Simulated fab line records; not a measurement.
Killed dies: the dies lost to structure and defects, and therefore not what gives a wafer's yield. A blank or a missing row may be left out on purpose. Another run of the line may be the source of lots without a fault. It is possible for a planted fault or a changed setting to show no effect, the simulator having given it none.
Which of the tools did it? | flow sky130 | 24 lots with 72 wafers sampled at 6 steps, on a route of 708 steps

## WHAT THE GAUGES SHOWED, per wafer
SKY_FIELD_ISO_BOW_MEAS_00. Usual: INCOMING_BOW gives 0 um (standard deviation 6.3).
lot  | measured    | on           | INCOMING_BOW (um) | flag
L074 | day 1 10:00 | filmMetro-04 | 7 10 0            | 
L075 | day 1 15:02 | filmMetro-03 | -3 2 -8           | 
L076 | day 1 20:01 | filmMetro-03 | 6 15 -5           | 
L077 | day 2 01:00 | filmMetro-02 | -1 -3 -1          | 
L078 | day 2 06:01 | filmMetro-03 | 0 8 9             | 
L079 | day 2 11:02 | filmMetro-02 | -1 2 -2           | 
L080 | day 2 16:00 | filmMetro-03 | -8 4 0            | 
L081 | day 2 21:00 | filmMetro-04 | -8 -5 16          | 
L082 | day 3 02:01 | filmMetro-03 | -5 -12 3          | 
L083 | day 3 07:00 | filmMetro-02 | 2 6 -5            | 
L084 | day 3 12:00 | filmMetro-02 | -9 1 3            | 
L085 | day 3 17:00 | filmMetro-02 | 8 -1 0            | 
L086 | day 3 22:02 | filmMetro-02 | 3 -9 5            | 
L087 | day 4 03:01 | filmMetro-03 | 3 5 -13           | 
L088 | day 4 08:00 | filmMetro-04 | -2 -5 4           | 
L089 | day 4 13:00 | filmMetro-03 | -2 -7 7           | 
L090 | day 4 18:01 | filmMetro-03 | 2 0 -12           | 
L091 | day 4 23:00 | filmMetro-02 | -5 11 -3          | 
L092 | day 5 04:00 | filmMetro-03 | 7 -3 -6           | 
L093 | day 5 09:01 | filmMetro-02 | 5 3 9             | 
L094 | day 5 14:01 | filmMetro-04 | -8 9 -1           | 
L095 | day 5 19:00 | filmMetro-04 | 0 -4 -2           | 
L096 | day 6 00:04 | filmMetro-03 | -6 6 7            | 
L097 | day 6 05:00 | filmMetro-04 | -1 10 -3          | 

SKY_FIELD_ISO_THK_MEAS_04. Usual: FIELD_ISO_CVD_03_THK gives 164.7 nm (standard deviation 1.5).
lot  | measured    | on           | FIELD_ISO_CVD_03_THK (nm) | flag
L074 | day 1 17:04 | filmMetro-04 | 164.8 166.0 166.2         | 
L075 | day 2 01:36 | filmMetro-04 | 162.9 162.7 163.0         | 
L076 | day 2 01:35 | filmMetro-02 | 163.1 162.9 162.4         | 
L077 | day 2 14:12 | filmMetro-02 | 165.9 165.1 166.4         | 
L078 | day 2 14:13 | filmMetro-03 | 167.5 165.6 166.9         | 
L079 | day 2 23:47 | filmMetro-03 | 163.7 165.3 163.7         | 
L080 | day 2 23:46 | filmMetro-02 | 167.4 168.2 167.0         | 
L081 | day 3 02:37 | filmMetro-02 | 165.8 165.3 166.5         | 
L082 | day 3 10:04 | filmMetro-04 | 161.6 162.2 163.8         | 
L083 | day 3 14:46 | filmMetro-02 | 164.5 163.5 164.3         | 
L084 | day 3 19:01 | filmMetro-04 | 163.3 164.1 164.4         | 
L085 | day 3 23:17 | filmMetro-02 | 164.1 163.5 165.7         | 
L086 | day 4 05:49 | filmMetro-03 | 165.1 165.2 165.2         | 
L087 | day 4 11:49 | filmMetro-04 | 163.5 163.3 163.3         | 
L088 | day 4 11:48 | filmMetro-03 | 162.2 162.3 164.1         | 
L089 | day 4 17:17 | filmMetro-02 | 164.8 164.7 164.8         | 
L090 | day 4 21:38 | filmMetro-02 | 164.6 165.9 166.8         | 
L091 | day 5 02:29 | filmMetro-02 | 163.1 163.2 164.4         | 
L092 | day 5 07:29 | filmMetro-02 | 167.3 165.0 167.0         | 
L093 | day 5 14:52 | filmMetro-03 | 165.5 166.2 165.6         | 
L094 | day 5 18:44 | filmMetro-03 | 164.8 165.6 166.2         | 
L095 | day 5 22:51 | filmMetro-04 | 165.3 164.2 163.9         | 
L096 | day 6 05:48 | filmMetro-04 | 164.1 163.1 163.4         | 
L097 | day 6 09:58 | filmMetro-03 | 164.7 163.6 164.1         | 

SKY_NWELL_THK_MEAS_02. Usual: NWELL_OXIDATION_THK gives 9.98 nm (standard deviation 0.18).
lot  | measured    | on           | NWELL_OXIDATION_THK (nm) | flag
L074 | day 3 02:19 | filmMetro-01 | 10.19 10.30 10.28        | 
L075 | day 3 04:33 | filmMetro-03 | 9.99 9.94 9.96           | 
L076 | day 3 04:32 | filmMetro-01 | 10.20 10.33 10.44        | 
L077 | day 3 13:02 | filmMetro-04 | 9.87 9.91 9.89           | 
L078 | day 3 13:03 | filmMetro-03 | 9.94 9.95 10.05          | 
L079 | day 3 22:38 | filmMetro-04 | 10.00 10.10 9.99         | 
L080 | day 4 00:00 | filmMetro-03 | 9.86 9.88 10.00          | 
L081 | day 4 02:03 | filmMetro-03 | 10.08 10.12 10.22        | 
L082 | day 4 07:29 | filmMetro-04 | 10.16 10.16 10.14        | 
L083 | day 4 12:39 | filmMetro-04 | 9.70 9.69 9.80           | 
L084 | day 4 19:31 | filmMetro-03 | 9.82 9.84 10.04          | 
L085 | day 4 23:22 | filmMetro-04 | 10.08 9.75 10.10         | 
L086 | day 5 04:33 | filmMetro-03 | 10.26 10.31 10.25        | 
L087 | day 5 12:57 | filmMetro-01 | 9.78 9.95 9.97           | 
L088 | day 5 15:38 | filmMetro-01 | 9.95 9.88 10.00          | 
L089 | day 5 19:29 | filmMetro-04 | 9.63 9.68 9.72           | 
L090 | day 5 23:33 | filmMetro-04 | 10.02 9.99 9.88          | 
L091 | day 6 03:13 | filmMetro-04 | 9.94 9.84 9.72           | 
L092 | day 6 08:27 | filmMetro-01 | 10.11 10.21 9.96         | 
L093 | day 6 15:27 | filmMetro-01 | 9.86 9.92 9.58           | 
L094 | day 6 20:56 | filmMetro-01 | 9.93 9.93 10.15          | 
L095 | day 6 23:50 | filmMetro-03 | 9.92 9.91 9.95           | 
L096 | day 7 12:14 | filmMetro-03 | 9.87 9.63 9.82           | 
L097 | day 7 17:31 | filmMetro-01 | 9.98 9.88 10.02          | 

SKY_LDD_P_CD_MEAS_07: the cd target is 380 nm. Usual: 379.7 nm for cdNm, sd 2.9.
lot  | measured     | on       | cdNm (nm)         | flag
L074 | day 19 23:55 | cdSem-02 | 376.2 376.0 378.7 | 
L075 | day 20 05:48 | cdSem-01 | 382.9 381.2 381.2 | 
L076 | day 20 06:04 | cdSem-02 | 383.1 381.2 378.9 | 
L077 | day 20 21:45 | cdSem-01 | 373.5 376.3 376.2 | 
L078 | day 21 05:25 | cdSem-01 | 379.9 383.0 379.7 | 
L079 | day 21 10:24 | cdSem-01 | 378.2 377.8 377.3 | 
L080 | day 21 16:09 | cdSem-02 | 378.5 378.8 378.5 | 
L081 | day 21 21:40 | cdSem-01 | 378.8 378.0 377.9 | 
L082 | day 22 12:41 | cdSem-02 | 378.3 378.7 377.6 | 
L083 | day 22 15:26 | cdSem-02 | 378.8 378.8 376.6 | 
L084 | day 23 01:53 | cdSem-02 | 379.9 380.5 382.6 | 
L085 | day 23 12:25 | cdSem-02 | 379.7 380.5 382.3 | 
L086 | day 23 17:57 | cdSem-02 | 376.5 377.4 375.5 | 
L087 | day 24 07:26 | cdSem-02 | 377.5 375.3 375.3 | 
L088 | day 24 11:26 | cdSem-02 | 385.0 382.8 384.4 | 
L089 | day 24 19:01 | cdSem-02 | 381.1 379.8 379.8 | 
L090 | day 24 21:43 | cdSem-02 | 381.6 381.4 381.2 | 
L091 | day 25 06:08 | cdSem-01 | 384.2 386.8 386.9 | 
L092 | day 25 12:23 | cdSem-01 | 380.9 379.6 376.7 | 
L093 | day 26 00:31 | cdSem-02 | 380.0 379.4 377.8 | 
L094 | day 26 04:34 | cdSem-01 | 385.0 381.8 384.9 | 
L095 | day 26 15:08 | cdSem-02 | 380.8 380.6 379.4 | 
L096 | day 27 04:10 | cdSem-01 | 378.2 378.6 377.9 | 
L097 | day 27 10:45 | cdSem-02 | 377.6 380.2 380.0 | 

SKY_LI_CONTACT_CD_MEAS_12: the cd target is 170 nm. Usual: 170.5 nm for cdNm, sd 1.4.
lot  | measured     | on       | cdNm (nm)         | flag
L074 | day 30 00:06 | cdSem-01 | 170.2 169.7 169.6 | 
L075 | day 30 08:44 | cdSem-01 | 171.7 173.4 172.0 | 
L076 | day 30 07:56 | cdSem-01 | 169.7 168.6 170.5 | 
L077 | day 30 20:37 | cdSem-02 | 169.4 170.4 169.0 | 
L078 | day 31 02:55 | cdSem-02 | 168.9 167.9 167.6 | 
L079 | day 31 07:06 | cdSem-01 | 172.5 173.0 173.6 | 
L080 | day 31 14:02 | cdSem-01 | 171.9 171.3 170.2 | 
L081 | day 31 18:31 | cdSem-02 | 170.7 170.0 170.0 | 
L082 | day 32 08:32 | cdSem-02 | 169.7 168.9 169.0 | 
L083 | day 32 12:01 | cdSem-02 | 172.1 171.7 170.8 | 
L084 | day 32 20:48 | cdSem-01 | 167.7 168.6 169.6 | 
L085 | day 33 04:57 | cdSem-01 | 168.8 170.7 168.7 | 
L086 | day 33 11:05 | cdSem-01 | 172.3 172.8 170.9 | 
L087 | day 34 00:43 | cdSem-02 | 170.8 169.7 170.2 | 
L088 | day 34 01:28 | cdSem-01 | 169.8 170.3 170.1 | 
L089 | day 34 09:24 | cdSem-01 | 168.4 169.4 170.5 | 
L090 | day 34 11:56 | cdSem-01 | 170.8 172.1 171.7 | 
L091 | day 34 16:49 | cdSem-01 | 168.4 169.5 170.7 | 
L092 | day 34 23:13 | cdSem-01 | 172.0 171.1 170.7 | 
L093 | day 35 11:41 | cdSem-02 | 170.5 170.0 171.6 | 
L094 | day 35 16:13 | cdSem-02 | 173.1 172.3 172.5 | 
L095 | day 36 01:09 | cdSem-01 | 170.4 170.2 171.5 | 
L096 | day 36 10:58 | cdSem-02 | 171.3 170.8 171.7 | 
L097 | day 36 18:09 | cdSem-02 | 169.8 168.5 169.8 | 

SKY_LOCAL_INTERCONNECT_CD_MEAS_11: the cd target is 170 nm. Usual: 169.3 nm for cdNm, sd 1.4.
lot  | measured     | on       | cdNm (nm)         | flag
L074 | day 31 05:51 | cdSem-02 | 168.8 168.1 168.9 | 
L075 | day 31 14:11 | cdSem-02 | 167.3 167.6 166.4 | 
L076 | day 31 13:23 | cdSem-01 | 169.0 168.3 168.3 | 
L077 | day 32 02:05 | cdSem-01 | 168.0 167.9 167.7 | 
L078 | day 32 07:39 | cdSem-01 | 165.8 166.3 166.6 | 
L079 | day 32 12:24 | cdSem-02 | 168.9 169.5 168.6 | 
L080 | day 32 18:53 | cdSem-01 | 168.7 167.9 167.9 | 
L081 | day 33 00:13 | cdSem-01 | 169.3 170.8 169.7 | 
L082 | day 33 13:03 | cdSem-01 | 169.3 170.1 169.6 | 
L083 | day 33 16:32 | cdSem-01 | 169.7 170.0 170.6 | 
L084 | day 34 01:21 | cdSem-01 | 170.1 172.4 169.5 | 
L085 | day 34 09:32 | cdSem-01 | 170.4 168.9 168.8 | 
L086 | day 34 14:47 | cdSem-01 | 169.5 169.2 170.2 | 
L087 | day 35 04:07 | cdSem-01 | 172.8 172.4 171.5 | 
L088 | day 35 05:03 | cdSem-01 | 170.4 168.2 168.0 | 
L089 | day 35 13:43 | cdSem-02 | 171.5 171.8 169.4 | 
L090 | day 35 15:35 | cdSem-02 | 171.0 170.9 172.2 | 
L091 | day 35 20:40 | cdSem-02 | 168.5 169.5 170.7 | 
L092 | day 36 02:54 | cdSem-02 | 170.1 170.0 171.4 | 
L093 | day 36 15:35 | cdSem-01 | 168.8 169.5 168.8 | 
L094 | day 36 20:17 | cdSem-01 | 168.3 170.0 169.3 | 
L095 | day 37 04:47 | cdSem-01 | 169.2 170.4 170.3 | 
L096 | day 37 13:46 | cdSem-02 | 170.4 168.9 170.4 | 
L097 | day 37 21:15 | cdSem-01 | 166.3 168.8 166.7 | 

## EACH LOT AND THE TOOL THAT RAN IT (in order: tool; ch and the chambers of the sampled wafers; start)
Before these readings, the record contains no process step.

## WHAT THE TOOLS THEMSELVES READ (means of the sampled wafers that have a number; where no wafer has one, the mark that the record gives instead)
The record holds no such reading with a usual standard deviation.

## THE ANSWER, worked out from the rows above alone
Rule: lot off if the mean of its wafers having a number is beyond 3 standard deviations from the usual mean. A lot without any number at a reading at which 4 lots or more have one is off too. All remaining lots with rows at the step are treated as sound. First the gauges in route order, then the tools' own readings, where a lot's mean is used as printed above. At the first step where some lot is off, the reading lying furthest off is the one used; lots without a number count as furthest.
No lot is off on any of the readings shown, so nothing can be concluded from this.

## WHAT HAD BEEN PUT IN BY THE SIMULATOR
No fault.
